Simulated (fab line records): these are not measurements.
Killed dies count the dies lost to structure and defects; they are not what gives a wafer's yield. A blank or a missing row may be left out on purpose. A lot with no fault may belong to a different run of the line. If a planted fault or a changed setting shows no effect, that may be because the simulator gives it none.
fab line records	flow sky130
record lots=13	wafers=39	last_day=50
route steps=708 shown PASSIVATION@683 PAD_OPEN@708
lots that met no fault: taken from a fault-free run of the same line
start_h: hours from the record's opening day to when the first of the lot's shown wafers began	wait_h: time in hours since the lot's previous step	" the same as in the row above	L1.1+2: one row covering several wafers at once	- value missing, or start not given	* or withheld: withheld	< > ~ a bound
route shown NAME@n: NAME is a module with steps in the file, n the number in the route of the first one	usual: mean and standard deviation over wafers with no fault	same: alike in all rows	chamber/n: place in a boat	sites: each site's reading	_std_site: how widely they spread, as a standard deviation	_edge_site: mean of outer sites minus mean of inner sites	radius_mm: how far each site lies from the wafer's centre	mask NAME#n: copy n	behind: tool/chamber where the wafer was last shaped	hold: what put the lot on hold/how long, in hours/how the hold closed	device: the transistor (n, p or np) that didn't switch	end of line: tests of these same wafers at the route's end	a step given without rows: its recipe and nothing more	killed: the dies lost at the first sort to structure and to defects; this is not the yield of the wafer	map: shows each die of a wafer: x if killed, . if not, _ if none is there
set.NAME: setting as actually run; set.NAME@STEP: the setting as run at that earlier step	model.NAME: the simulator's own value behind a step, which no gauge read
steps of the route over a sample of lots; a table a step, a row a wafer
services: from which hour (start_h, from the record's first day; less than 0 if before it) a tool's chamber was out of use, for how many hours, and why
## steps
# step SKY_PASSIVATION_CVD_02
# recipe material=Si3N4	target_thk_nm=540	temp_c=400	time_s=withheld	rf_w=450
# usual heater_power_w=749/120	rf_fwd_power_W=449.2/1.5
lot.wafer	tool	chamber	start_h	wait_h	heater_power_w	rf_fwd_power_W
L107.2	pecvd-03	1	1038.76	0.0	706	452.1
L107.4	"	1	"	"	713	452.4
L107.5	"	0	"	"	672	449.1
L108.2	pecvd-03	1	1046.44	0.0	664	451.1
L108.3	"	2	"	"	711	447.7
L108.6	"	1	"	"	712	450.6
L109.2	pecvd-02	0	1057.79	0.0	946	448.7
L109.5	"	0	"	"	959	446.8
L109.6	"	1	"	"	814	449.9
L110.1	pecvd-04	2	1063.18	0.1	935	448.6
L110.2	"	0	"	"	680	449.4
L110.3	"	1	"	"	680	451.0
L112.4	pecvd-03	2	1071.36	0.1	729	449.1
L112.5	"	0	"	"	674	448.2
L112.6	"	1	"	"	682	448.5
L111.1	pecvd-02	2	1072.63	0.1	689	448.5
L111.3	"	1	"	"	848	448.7
L111.4	"	2	"	"	741	446.1
L113.1	pecvd-03	1	1078.68	0.1	614	446.4
L113.2	"	0	"	"	659	449.2
L113.3	"	2	"	"	697	451.6
L114.1	pecvd-04	2	1094.16	0.1	963	448.2
L114.3	"	1	"	"	710	451.3
L114.6	"	1	"	"	581	449.7
L120.1	pecvd-02	0	1121.83	0.1	1093	268.2
L120.3	"	1	"	"	786	448.7
L120.6	"	0	"	"	909	265.5
L121.1	pecvd-02	1	1136.13	0.1	767	449.6
L121.3	"	0	"	"	1079	268.7
L121.6	"	0	"	"	1078	268.3
L124.1	pecvd-03	0	1147.79	0.1	740	449.9
L124.2	"	2	"	"	584	450.3
L124.4	"	1	"	"	689	449.9
L127.1	pecvd-03	2	1160.03	0.1	688	448.8
L127.4	"	1	"	"	594	450.3
L127.6	"	0	"	"	659	447.9
L129.4	pecvd-03	1	1166.37	0.1	666	449.7
L129.5	"	0	"	"	745	450.8
L129.6	"	2	"	"	722	449.2
# step SKY_PASSIVATION_THK_MEAS_03
# recipe reads=Si3N4_of_PASSIVATION_CVD_02
# usual PASSIVATION_CVD_02_THK=542/9
lot.wafer	tool	chamber	start_h	wait_h	PASSIVATION_CVD_02_THK[nm]
L107.2	film_metro-03	-	1038.99	-	539
L107.4	"	-	"	"	551
L107.5	"	-	"	"	539
L108.2	film_metro-04	-	1046.68	-	541
L108.3	"	-	"	"	537
L108.6	"	-	"	"	545
L109.2	film_metro-04	-	1058.02	-	534
L109.5	"	-	"	"	545
L109.6	"	-	"	"	561
L110.1	film_metro-04	-	1063.41	-	527
L110.2	"	-	"	"	535
L110.3	"	-	"	"	532
L112.4	film_metro-03	-	1071.50	-	541
L112.5	"	-	"	"	545
L112.6	"	-	"	"	547
L111.1	film_metro-03	-	1072.97	-	545
L111.3	"	-	"	"	559
L111.4	"	-	"	"	557
L113.1	film_metro-02	-	1078.91	-	530
L113.2	"	-	"	"	529
L113.3	"	-	"	"	537
L114.1	film_metro-03	-	1094.39	-	535
L114.3	"	-	"	"	538
L114.6	"	-	"	"	545
L120.1	film_metro-03	-	1122.05	-	450
L120.3	"	-	"	"	547
L120.6	"	-	"	"	464
L121.1	film_metro-02	-	1136.36	-	546
L121.3	"	-	"	"	452
L121.6	"	-	"	"	452
L124.1	film_metro-03	-	1148.02	-	538
L124.2	"	-	"	"	543
L124.4	"	-	"	"	555
L127.1	film_metro-02	-	1160.26	-	535
L127.4	"	-	"	"	543
L127.6	"	-	"	"	541
L129.4	film_metro-02	-	1166.51	-	547
L129.5	"	-	"	"	540
L129.6	"	-	"	"	545
# step SKY_PASSIVATION_ETCH_11
# recipe chemistry=CF4/O2	target_depth_nm=725	stop_on=AlCu	source_w=800	bias_w=150	pressure_mtorr=150	cf4_flow_sccm=80	O2_flow_sccm=10	time_s=161.1
# usual drypump_motor_current_A=5.6/0.48	oes_product_au=0.979/0.0084	throttle_valve_pct=5.965/0.0088
lot.wafer	tool	chamber	start_h	wait_h	drypump_motor_current_A	oes_product_au	rf_hours_counter_h	throttle_valve_pct
L107.2	rie_diel-02	2	1060.94	-	5.6	0.974	21	5.964
L107.4	"	3	"	"	5.3	0.988	19	5.979
L107.5	"	0	"	"	5.2	0.976	-	5.962
L108.2	rie_diel-02	0	1068.35	-	5.2	0.975	15	5.966
L108.3	"	2	"	"	5.6	0.982	22	5.947
L108.6	"	3	"	"	5.3	0.992	-	5.962
L109.2	rie_diel-03	1	1078.99	-	5.1	0.972	16	5.949
L109.5	"	1	"	"	5.0	0.980	-	5.962
L109.6	"	2	"	"	6.0	0.987	-	5.962
L110.1	rie_diel-02	2	1084.29	-	5.6	0.965	22	5.960
L110.2	"	1	"	"	5.7	0.968	8	5.954
L110.3	"	0	"	"	5.2	0.974	15	5.966
L112.4	rie_diel-04	0	1092.19	-	5.7	0.978	20	5.974
L112.5	"	2	"	"	6.4	0.990	-	5.965
L112.6	"	3	"	"	6.0	0.980	-	5.964
L111.1	rie_diel-03	3	1093.64	-	5.0	0.984	8	5.962
L111.3	"	1	"	"	5.0	0.983	17	5.970
L111.4	"	0	"	"	5.1	0.997	16	5.962
L113.1	rie_diel-03	2	1099.49	-	6.0	0.965	15	5.955
L113.2	"	1	"	"	5.0	0.965	17	5.970
L113.3	"	0	"	"	5.1	0.973	16	5.969
L114.1	rie_diel-04	3	1114.79	-	6.0	0.975	12	5.974
L114.3	"	2	"	"	6.4	0.974	12	5.975
L114.6	"	0	"	"	5.7	0.973	-	5.973
L120.1	rie_diel-04	2	1140.94	-	6.4	0.905	13	5.942
L120.3	"	0	"	"	5.7	0.964	22	5.970
L120.6	"	3	"	"	6.1	0.914	-	5.961
L121.1	rie_diel-04	3	1154.70	-	6.0	0.973	14	5.972
L121.3	"	2	"	"	6.4	0.901	14	5.942
L121.6	"	3	"	"	6.0	0.912	-	5.949
L124.1	rie_diel-04	1	1164.04	-	6.0	0.981	20	5.964
L124.2	"	0	"	"	5.7	0.978	23	5.957
L124.4	"	2	"	"	6.4	0.990	14	5.965
L127.1	rie_diel-03	0	1176.45	-	5.1	0.968	19	5.979
L127.4	"	0	"	"	5.1	0.991	-	5.964
L127.6	"	3	"	"	5.0	0.982	-	5.966
L129.4	rie_diel-03	1	1182.59	-	5.1	0.975	20	5.980
L129.5	"	0	"	"	5.1	0.988	-	5.966
L129.6	"	3	"	"	5.0	0.985	-	5.953
# step SKY_PAD_OPEN_PROBE_99
# usual defect_limited_yield=82.6/1.9	killed_at_M0_to_M3=42/7	killed_at_M4_up=3.2/1.6	killed_at_contacts=24/5.8	killed_at_front_end=16/4.3	killed_at_other=0.3/0.62	killed_dies=86/9.5	killed_on_rim=17/3.7	killed_open=46/6.4	killed_short=39/6.3	sort_bin_3_pad_short=0.9/0.43	sort_bin_5_function=10.5/1.4	sort_bin_6_memory=6.1/1.2	sort_n_pass=406/9.5	sort_yield_pct=82.6/1.9
# same gross_dies=492	killed_at_back_side=0	sort_bin_4_leakage[%]=0	sort_bin_8_speed[%]=0
lot.wafer	tool	chamber	start_h	wait_h	defect_limited_yield[%]	killed_at_M0_to_M3	killed_at_M4_up	killed_at_contacts	killed_at_front_end	killed_at_other	killed_dies	killed_on_rim	killed_open	killed_short	sort_bin_3_pad_short[%]	sort_bin_5_function[%]	sort_bin_6_memory[%]	sort_n_pass	sort_yield_pct[%]
L107.2	prober-01	-	1084.50	0.1	84.1	36	3	25	13	1	78	16	49	29	0.4	9.1	6.3	414	84.1
L107.4	prober-01	-	1084.60	0.2	82.9	45	2	27	10	0	84	17	41	43	1.0	11.8	4.3	408	82.9
L107.5	prober-01	-	1084.65	0.2	82.9	34	2	22	26	0	84	13	44	39	0.4	11.4	5.3	408	82.9
L108.2	prober-02	-	1092.11	0.1	83.1	43	3	23	14	0	83	18	49	34	0.2	11.8	4.9	409	83.1
L108.3	prober-02	-	1092.16	0.2	84.1	48	3	21	6	0	78	18	38	40	1.2	9.8	4.9	414	84.1
L108.6	prober-02	-	1092.31	0.2	81.1	40	2	36	15	0	93	22	49	44	0.6	11.4	6.9	399	81.1
L109.2	prober-01	-	1102.87	0.1	84.8	38	1	13	23	0	75	17	43	32	0	10.4	4.9	417	84.8
L109.5	prober-01	-	1103.02	0.2	81.7	37	3	23	25	2	90	16	52	38	0.4	11.6	6.3	402	81.7
L109.6	prober-01	-	1103.07	0.2	79.1	56	2	24	21	0	103	26	60	41	1.8	13.0	6.1	389	79.1
L110.1	prober-02	-	1107.41	0.1	80.9	53	5	21	14	1	94	17	46	47	1.8	10.6	6.7	398	80.9
L110.2	prober-02	-	1107.46	0.1	81.1	54	5	20	13	1	93	14	52	39	1.0	10.2	7.7	399	81.1
L110.3	prober-02	-	1107.51	0.2	82.7	39	1	27	18	0	85	20	38	47	1.2	10.4	5.7	407	82.7
L112.4	prober-01	-	1114.53	0.2	81.5	43	5	28	14	1	91	16	47	44	1.8	9.8	6.9	401	81.5
L112.5	prober-01	-	1114.58	0.2	83.9	30	2	25	21	1	79	14	42	36	1.4	8.9	5.7	413	83.9
L112.6	prober-01	-	1114.63	0.2	79.9	38	7	33	21	0	99	22	53	44	0.8	10.4	8.9	393	79.9
L111.1	prober-02	-	1116.52	0.1	79.7	38	4	39	19	0	100	19	51	49	1.8	11.8	6.7	392	79.7
L111.3	prober-02	-	1116.62	0.2	81.3	48	5	24	15	0	92	19	45	47	1.0	13.4	4.3	400	81.3
L111.4	prober-02	-	1116.67	0.2	82.3	37	5	30	15	0	87	21	54	33	1.2	10.8	5.7	405	82.3
L113.1	prober-01	-	1121.70	0.1	80.3	44	5	31	17	0	97	24	55	42	1.2	12.4	6.1	395	80.3
L113.2	prober-01	-	1121.75	0.1	86.0	35	5	20	9	0	69	9	39	29	1.0	8.5	4.5	423	86.0
L113.3	prober-01	-	1121.80	0.2	85.2	34	2	25	12	0	73	13	41	31	0.4	9.8	4.7	419	85.2
L114.1	prober-01	-	1136.47	0.1	82.7	41	4	26	14	0	85	20	44	41	0.8	10.0	6.5	407	82.7
L114.3	prober-01	-	1136.57	0.2	83.9	37	3	29	9	1	79	14	38	41	0.8	7.9	7.3	413	83.9
L114.6	prober-01	-	1136.72	0.2	82.1	43	5	22	18	0	88	14	55	31	0.4	10.8	6.7	404	82.1
L120.1	prober-02	-	1160.26	0.1	83.1	36	0	33	13	1	83	21	53	30	0.4	10.2	6.3	409	83.1
L120.3	prober-02	-	1160.36	0.2	82.9	42	5	26	11	0	84	14	48	35	0.6	9.1	7.3	408	82.9
L120.6	prober-02	-	1160.51	0.2	79.1	42	3	38	20	0	103	13	53	48	1.0	13.8	6.1	389	79.1
L121.1	prober-01	-	1171.86	0.1	82.9	40	3	21	19	1	84	17	45	39	1.0	9.8	6.3	408	82.9
L121.3	prober-01	-	1171.96	0.2	78.9	42	3	33	25	1	104	19	64	40	1.2	12.8	7.1	388	78.9
L121.6	prober-01	-	1172.11	0.2	81.3	51	3	21	15	2	92	18	49	43	0.8	11.8	6.1	400	81.3
L124.1	prober-02	-	1183.32	0.1	81.5	52	2	27	10	0	91	21	60	31	0.8	10.2	7.5	401	81.5
L124.2	prober-02	-	1183.37	0.1	83.1	42	5	20	15	1	83	20	46	37	0.6	10.6	5.7	409	83.1
L124.4	prober-02	-	1183.47	0.2	82.9	36	6	20	22	0	84	18	45	38	0.2	9.6	7.3	408	82.9
L127.1	prober-01	-	1193.97	0.1	85.4	32	3	20	16	1	72	14	35	37	1.0	8.1	5.5	420	85.4
L127.4	prober-01	-	1194.12	0.2	82.5	48	2	20	16	0	86	16	46	40	0.6	8.1	8.7	406	82.5
L127.6	prober-01	-	1194.22	0.2	82.7	42	0	29	14	0	85	20	45	39	0.4	11.6	5.3	407	82.7
L129.4	prober-01	-	1200.96	0.2	82.1	38	5	31	14	0	88	16	37	51	0.8	10.8	6.3	404	82.1
L129.5	prober-01	-	1201.01	0.2	86.2	33	2	25	7	1	68	16	43	25	0.2	8.9	4.7	424	86.2
L129.6	prober-01	-	1201.06	0.2	86.2	31	2	22	12	1	68	13	39	29	0.2	6.5	7.1	424	86.2
# killed by level:class
L107.2 CONTACT:geometric_particle:open=10 VIA1:geometric_particle:open=7 VIA2:geometric_particle:open=7 LI_CONTACT:geometric_particle:open=6 VIA3:geometric_particle:open=6 FIELD_ISO:geometric_particle:open=5 LI_CONTACT:geometric_particle:short=4 FIELD_ISO:geometric_particle:short=3
L107.4 CONTACT:geometric_particle:short=10 VIA1:geometric_particle:open=10 CONTACT:geometric_particle:open=7 METAL1:geometric_particle:short=7 METAL2:geometric_particle:short=6 LI_CONTACT:geometric_particle:open=5 VIA3:geometric_particle:open=5 VIA2:geometric_particle:open=5
L107.5 VIA1:geometric_particle:open=8 VIA2:geometric_particle:open=8 SPACER:geometric_particle:short=5 LI_CONTACT:geometric_particle:open=5 LOCAL_INTERCONNECT:geometric_particle:short=5 CONTACT:geometric_particle:open=5 POLY_GATE:geometric_particle:short=4 POLY_GATE:geometric_particle:open=4
L108.2 VIA1:geometric_particle:open=13 CONTACT:geometric_particle:open=10 VIA2:geometric_particle:open=8 CONTACT:geometric_particle:short=6 METAL1:geometric_particle:short=5 POLY_GATE:geometric_particle:short=4 LI_CONTACT:geometric_particle:open=4 VIA3:geometric_particle:short=4
L108.3 VIA1:geometric_particle:open=13 VIA2:geometric_particle:open=7 VIA3:geometric_particle:short=6 CONTACT:geometric_particle:open=6 LOCAL_INTERCONNECT:geometric_particle:short=5 CONTACT:geometric_particle:short=5 VIA1:geometric_particle:short=5 LI_CONTACT:geometric_particle:open=4
L108.6 LOCAL_INTERCONNECT:geometric_particle:short=10 CONTACT:geometric_particle:open=9 VIA2:geometric_particle:open=7 LI_CONTACT:geometric_particle:open=6 CONTACT:geometric_particle:short=6 VIA3:geometric_particle:open=6 METAL1:geometric_particle:short=5 VIA1:geometric_particle:short=5
L109.2 VIA1:geometric_particle:open=9 VIA3:geometric_particle:open=9 METAL1:geometric_particle:short=7 VIA2:geometric_particle:open=6 FIELD_ISO:geometric_particle:short=5 POLY_GATE:geometric_particle:open=5 FIELD_ISO:geometric_particle:open=4 CONTACT:geometric_particle:short=4
L109.5 CONTACT:geometric_particle:open=12 FIELD_ISO:geometric_particle:short=6 LI_CONTACT:geometric_particle:open=6 FIELD_ISO:geometric_particle:open=5 POLY_GATE:geometric_particle:short=5 VIA3:geometric_particle:open=5 VIA1:geometric_particle:open=5 VIA2:geometric_particle:open=5
L109.6 VIA3:geometric_particle:open=16 LI_CONTACT:geometric_particle:open=10 METAL2:geometric_particle:short=7 CONTACT:geometric_particle:open=7 FIELD_ISO:geometric_particle:open=6 VIA1:geometric_particle:open=5 VIA2:geometric_particle:open=5 METAL1:geometric_particle:short=4
L110.1 VIA1:geometric_particle:open=13 CONTACT:geometric_particle:open=7 METAL1:geometric_particle:short=7 VIA2:geometric_particle:open=7 VIA3:geometric_particle:short=5 LI_CONTACT:geometric_particle:open=5 METAL2:geometric_particle:short=5 VIA3:geometric_particle:open=5
L110.2 VIA1:geometric_particle:open=14 LI_CONTACT:geometric_particle:open=9 VIA3:geometric_particle:open=8 METAL1:geometric_particle:short=6 METAL2:geometric_particle:short=6 VIA2:geometric_particle:open=6 FIELD_ISO:geometric_particle:open=5 CONTACT:geometric_particle:short=4
L110.3 CONTACT:geometric_particle:short=9 VIA3:geometric_particle:open=8 FIELD_ISO:geometric_particle:short=7 LI_CONTACT:geometric_particle:open=6 CONTACT:geometric_particle:open=6 VIA1:geometric_particle:open=6 POLY_GATE:geometric_particle:short=5 VIA2:geometric_particle:open=5
L112.4 CONTACT:geometric_particle:open=12 VIA1:geometric_particle:open=10 METAL2:geometric_particle:short=9 METAL1:geometric_particle:short=6 LI_CONTACT:geometric_particle:open=5 CONTACT:geometric_particle:short=5 VIA1:geometric_particle:short=5 FIELD_ISO:geometric_particle:open=4
L112.5 VIA1:geometric_particle:open=11 POLY_GATE:geometric_particle:open=8 CONTACT:geometric_particle:open=8 VIA1:geometric_particle:short=7 CONTACT:geometric_particle:short=6 LOCAL_INTERCONNECT:geometric_particle:short=5 FIELD_ISO:geometric_particle:short=4 LI_CONTACT:geometric_particle:open=4
L112.6 CONTACT:geometric_particle:open=14 VIA3:geometric_particle:open=8 LI_CONTACT:geometric_particle:open=7 VIA1:geometric_particle:open=7 LOCAL_INTERCONNECT:geometric_particle:short=6 POLY_GATE:geometric_particle:short=5 METAL4:geometric_particle:short=5 METAL2:geometric_particle:short=5
L111.1 CONTACT:geometric_particle:open=12 LI_CONTACT:geometric_particle:open=9 VIA1:geometric_particle:short=7 VIA1:geometric_particle:open=7 VIA2:geometric_particle:open=7 METAL1:geometric_particle:short=6 LOCAL_INTERCONNECT:geometric_particle:short=6 CONTACT:geometric_particle:short=6
L111.3 VIA1:geometric_particle:open=13 CONTACT:geometric_particle:open=9 VIA1:geometric_particle:short=8 METAL2:geometric_particle:short=7 LI_CONTACT:geometric_particle:open=6 VIA3:geometric_particle:short=5 POLY_GATE:geometric_particle:open=4 METAL4:geometric_particle:short=4
L111.4 CONTACT:geometric_particle:open=12 VIA1:geometric_particle:open=10 POLY_GATE:geometric_particle:open=9 VIA3:geometric_particle:open=7 LI_CONTACT:geometric_particle:open=7 LI_CONTACT:geometric_particle:short=5 CONTACT:geometric_particle:short=5 VIA2:geometric_particle:short=5
L113.1 LOCAL_INTERCONNECT:geometric_particle:short=10 VIA3:geometric_particle:open=9 VIA2:geometric_particle:open=9 CONTACT:geometric_particle:open=8 VIA1:geometric_particle:open=7 POLY_GATE:geometric_particle:open=6 LI_CONTACT:geometric_particle:open=6 CONTACT:geometric_particle:short=5
L113.2 VIA2:geometric_particle:open=12 LI_CONTACT:geometric_particle:open=6 CONTACT:geometric_particle:open=6 METAL4:geometric_particle:short=5 METAL2:geometric_particle:short=4 VIA3:geometric_particle:open=4 POLY_GATE:geometric_particle:open=3 LOCAL_INTERCONNECT:geometric_particle:short=3
L113.3 LI_CONTACT:geometric_particle:open=10 METAL2:geometric_particle:short=7 CONTACT:geometric_particle:open=6 VIA1:geometric_particle:open=6 VIA2:geometric_particle:open=5 POLY_GATE:geometric_particle:open=4 METAL3:geometric_particle:short=4 VIA1:geometric_particle:short=3
L114.1 VIA1:geometric_particle:open=14 CONTACT:geometric_particle:open=8 LI_CONTACT:geometric_particle:open=6 CONTACT:geometric_particle:short=5 LOCAL_INTERCONNECT:geometric_particle:short=5 METAL2:geometric_particle:short=5 POLY_GATE:geometric_particle:open=4 METAL1:geometric_particle:short=4
L114.3 CONTACT:geometric_particle:open=11 VIA1:geometric_particle:open=8 METAL2:geometric_particle:short=8 LOCAL_INTERCONNECT:geometric_particle:short=6 CONTACT:geometric_particle:short=5 METAL1:geometric_particle:short=5 VIA2:geometric_particle:open=5 LI_CONTACT:geometric_particle:open=4
L114.6 VIA1:geometric_particle:open=10 CONTACT:geometric_particle:open=8 LI_CONTACT:geometric_particle:open=6 METAL1:geometric_particle:short=6 VIA2:geometric_particle:open=6 METAL1:geometric_particle:open=5 FIELD_ISO:geometric_particle:open=4 FIELD_ISO:geometric_particle:short=4
L120.1 VIA1:geometric_particle:open=12 LI_CONTACT:geometric_particle:open=11 CONTACT:geometric_particle:open=9 VIA2:geometric_particle:open=5 LOCAL_INTERCONNECT:geometric_particle:short=5 POLY_GATE:geometric_particle:open=4 LI_CONTACT:geometric_particle:short=4 METAL1:geometric_particle:open=4
L120.3 VIA1:geometric_particle:open=13 CONTACT:geometric_particle:open=9 VIA2:geometric_particle:open=8 CONTACT:geometric_particle:short=6 LOCAL_INTERCONNECT:geometric_particle:short=5 VIA3:geometric_particle:open=5 POLY_GATE:geometric_particle:open=4 LI_CONTACT:geometric_particle:open=4
L120.6 CONTACT:geometric_particle:open=15 METAL2:geometric_particle:short=8 VIA2:geometric_particle:open=8 CONTACT:geometric_particle:short=7 VIA1:geometric_particle:short=7 VIA3:geometric_particle:open=7 LOCAL_INTERCONNECT:geometric_particle:short=6 LI_CONTACT:geometric_particle:open=6
L121.1 CONTACT:geometric_particle:open=10 VIA1:geometric_particle:open=7 FIELD_ISO:geometric_particle:short=6 LI_CONTACT:geometric_particle:open=6 VIA2:geometric_particle:open=6 METAL1:geometric_particle:short=6 METAL2:geometric_particle:short=5 POLY_GATE:geometric_particle:short=4
L121.3 VIA1:geometric_particle:open=16 CONTACT:geometric_particle:open=11 LI_CONTACT:geometric_particle:open=10 FIELD_ISO:geometric_particle:short=7 FIELD_ISO:geometric_particle:open=6 LOCAL_INTERCONNECT:geometric_particle:short=6 VIA2:geometric_particle:open=6 POLY_GATE:geometric_particle:open=5
L121.6 CONTACT:geometric_particle:open=12 VIA1:geometric_particle:open=12 VIA1:geometric_particle:short=10 VIA3:geometric_particle:open=6 FIELD_ISO:geometric_particle:short=5 METAL2:geometric_particle:short=5 VIA2:geometric_particle:open=5 VIA2:geometric_particle:short=5
L124.1 VIA1:geometric_particle:open=15 VIA3:geometric_particle:open=13 CONTACT:geometric_particle:open=11 CONTACT:geometric_particle:short=6 METAL1:geometric_particle:short=5 LI_CONTACT:geometric_particle:open=4 METAL2:geometric_particle:short=4 VIA2:geometric_particle:open=4
L124.2 CONTACT:geometric_particle:open=9 VIA1:geometric_particle:open=7 METAL2:geometric_particle:short=6 FIELD_ISO:geometric_particle:open=5 METAL1:geometric_particle:short=5 VIA2:geometric_particle:open=5 POLY_GATE:geometric_particle:short=4 LI_CONTACT:geometric_particle:open=4
L124.4 VIA1:geometric_particle:open=9 CONTACT:geometric_particle:open=8 FIELD_ISO:geometric_particle:open=6 VIA1:geometric_particle:short=6 POLY_GATE:geometric_particle:open=5 LI_CONTACT:geometric_particle:open=5 FIELD_ISO:geometric_particle:short=4 POLY_GATE:geometric_particle:short=4
L127.1 CONTACT:geometric_particle:open=9 METAL2:geometric_particle:short=7 LI_CONTACT:geometric_particle:open=5 FIELD_ISO:geometric_particle:short=4 CONTACT:geometric_particle:short=4 METAL1:geometric_particle:short=4 METAL2:geometric_particle:open=4 VIA2:geometric_particle:open=4
L127.4 VIA1:geometric_particle:open=12 CONTACT:geometric_particle:open=10 METAL2:geometric_particle:short=10 METAL1:geometric_particle:short=7 VIA2:geometric_particle:open=6 FIELD_ISO:geometric_particle:open=5 POLY_GATE:geometric_particle:short=4 LI_CONTACT:geometric_particle:open=4
L127.6 CONTACT:geometric_particle:open=14 VIA1:geometric_particle:open=9 CONTACT:geometric_particle:short=7 FIELD_ISO:geometric_particle:open=5 VIA1:geometric_particle:short=5 VIA2:geometric_particle:open=4 METAL2:geometric_particle:short=4 VIA3:geometric_particle:open=4
L129.4 LI_CONTACT:geometric_particle:open=8 CONTACT:geometric_particle:open=8 METAL2:geometric_particle:short=7 METAL1:geometric_particle:short=7 VIA1:geometric_particle:short=7 CONTACT:geometric_particle:short=6 VIA1:geometric_particle:open=6 POLY_GATE:geometric_particle:open=5
L129.5 CONTACT:geometric_particle:open=13 LI_CONTACT:geometric_particle:open=7 VIA3:geometric_particle:open=7 VIA2:geometric_particle:open=5 VIA3:geometric_particle:short=5 VIA1:geometric_particle:open=4 LI_CONTACT:geometric_particle:short=3 VIA1:geometric_particle:short=3
L129.6 CONTACT:geometric_particle:open=11 VIA2:geometric_particle:open=6 LI_CONTACT:geometric_particle:open=5 METAL2:geometric_particle:short=5 METAL3:geometric_particle:short=5 METAL1:geometric_particle:short=4 CONTACT:geometric_particle:short=4 FIELD_ISO:geometric_particle:open=3
## services
tool	chamber	start_h	hours	kind
pecvd-03	-	1017.15	14.6	pm
pecvd-03	-	1031.75	2.8	pm
pecvd-02	0	1046.29	2.5	repair
pecvd-02	0	1059.76	13.1	repair
pecvd-02	-	1089.39	1.6	repair
pecvd-03	2	1090.93	2.1	scheduled_down
pecvd-04	-	1097.18	4.3	repair
rie_diel-02	2	1111.97	3.7	repair
pecvd-04	-	1124.77	2.3	repair
rie_diel-04	3	1133.58	6.8	repair
rie_diel-02	3	1137.19	6.3	repair
rie_diel-02	2	1141.61	13.1	repair
pecvd-04	2	1141.84	5.5	scheduled_down
pecvd-03	1	1149.50	3.7	repair
rie_diel-02	2	1169.89	-	clean
rie_diel-02	2	1169.89	12.9	scheduled_down
rie_diel-02	2	1169.89	12.9	vent_cycle
rie_diel-03	1	1173.31	5.9	repair
pecvd-03	0	1180.62	-	clean
pecvd-03	0	1180.62	-	consumable_replace:showerhead
## key
first_sign step=SKY_PASSIVATION_CVD_02	reading=rf_fwd_power_W	direction=down	sigmas=99+	usual=449.2	struck=267.7
effect step=SKY_PASSIVATION_THK_MEAS_03	reading=PASSIVATION_CVD_02_THK	direction=down	sigmas=9.8	usual=542	struck=454
effect step=SKY_PASSIVATION_ETCH_11	reading=oes_product_au	direction=down	sigmas=8.4	usual=0.979	struck=0.908
met_at SKY_PASSIVATION_CVD_02
struck_lots L120,L121
struck_wafers L120.1,L120.6,L121.3,L121.6
onset_between 1057.79 1121.83
fault kind=process_parameter_drift	tool=pecvd-02	chamber=0	onset_h=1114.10	steps=SKY_PASSIVATION_CVD_02	channel=rf_w	offset=-180	shape=step	end_h=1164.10	acts_in=these_recipes_only	stated=450
